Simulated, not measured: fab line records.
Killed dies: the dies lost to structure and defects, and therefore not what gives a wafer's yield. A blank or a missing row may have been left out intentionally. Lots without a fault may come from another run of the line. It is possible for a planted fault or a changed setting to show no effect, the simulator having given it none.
A lot that was struck, set against a sound lot || flow gf180mcu || 14 steps out of a route of 602
Sound: wafers L294.3, L294.4, L294.5. Wafers L303.1, L303.4, L303.5 were the ones struck. At the end, the cause is stated.
Order at every step that has rows: each side's tool, ch and its chambers, its first start. Under that, the readings that differ: sound wafers || struck wafers || difference of the means || sigmas: that difference in standard deviations of wafers without a fault.
alike: a reading whose means differ by less than 2 such deviations, as well as words and numbers matching on both sides. not compared: withheld readings; readings where some wafer has no value; bounds like >300 that might hide an equal value; numbers whose values overlap and for which the record gives no deviation.
A row with sigmas, a row that says differs or no value, or rows on one side alone: a step with any of these is where the two part. Non-overlapping numbers with no deviation appear without sigmas and do not part them. Lack of a reading on every wafer of one side parts them only where that side has two or more wafers.

GF_M3_SPUTTER_00: material Ti, target thk 37.5 nm, time 150 s.
  struck on pvdSputter-02, day 25 02:17; sound on pvdSputter-04, day 22 03:20
  alike: throttleValvePct
GF_M3_SPUTTER_01: material TiN, target thk 30 nm, time 25 s.
  struck on pvdSputter-02, day 25 02:23; sound on pvdSputter-04, day 22 03:26
  alike: throttleValvePct
GF_M3_SPUTTER_02: material AlCu, target thk 450 nm, time 23.9 s.
  struck on pvdSputter-02, day 25 02:25; sound on pvdSputter-04, day 22 03:28
  alike: throttleValvePct
GF_M3_SPUTTER_03: material Ti, target thk 10 nm, time 6.7 s.
  struck on pvdSputter-02, day 25 02:26; sound on pvdSputter-04, day 22 03:29
  alike: throttleValvePct
GF_M3_SPUTTER_04: material TiN, target thk 50 nm, time 41.7 s.
  struck on pvdSputter-02, day 25 02:28; sound on pvdSputter-04, day 22 03:31
  alike: throttleValvePct
GF_M3_RS_MEAS_05: the measuring method here is four-point-probe.
  struck on filmMetro-03, day 25 02:30; sound on filmMetro-02, day 22 03:35
  alike: M3_ALCU_RS
GF_M3_THK_MEAS_06: measures by xrf.
  struck on filmMetro-03, day 25 02:37; sound on filmMetro-02, day 22 03:41
  alike: M3_ALCU_THK
then, 5 steps without rows for these wafers: GF_M3_DEHYDRATE_07 (time 60 s); GF_M3_HMDS_08 (prime time 60 s); GF_M3_COAT_09 (resist thk 1000 nm); GF_M3_SOFTBAKE_10 (time 60 s); GF_M3_EXPOSE_11 (exposes mask Metal3, target cd 280 nm).
GF_M3_PEB_12: peb time 90 s.
  sound on lithoTrack-04 ch 0, day 23 02:05; struck on lithoTrack-02, day 25 23:16
  no value came back on the struck wafers for chillPlateTempC (C), exhaustPa (Pa); on the sound wafers chillPlateTempC (C) reads 22.79 22.98 22.87
then, 1 step without rows for these wafers: GF_M3_DEVELOP_13 (develop time 60 s).

WHERE THEY PART
At GF_M3_PEB_12 and nowhere else, as far as this record goes.

WHY: what had been put in by the simulator
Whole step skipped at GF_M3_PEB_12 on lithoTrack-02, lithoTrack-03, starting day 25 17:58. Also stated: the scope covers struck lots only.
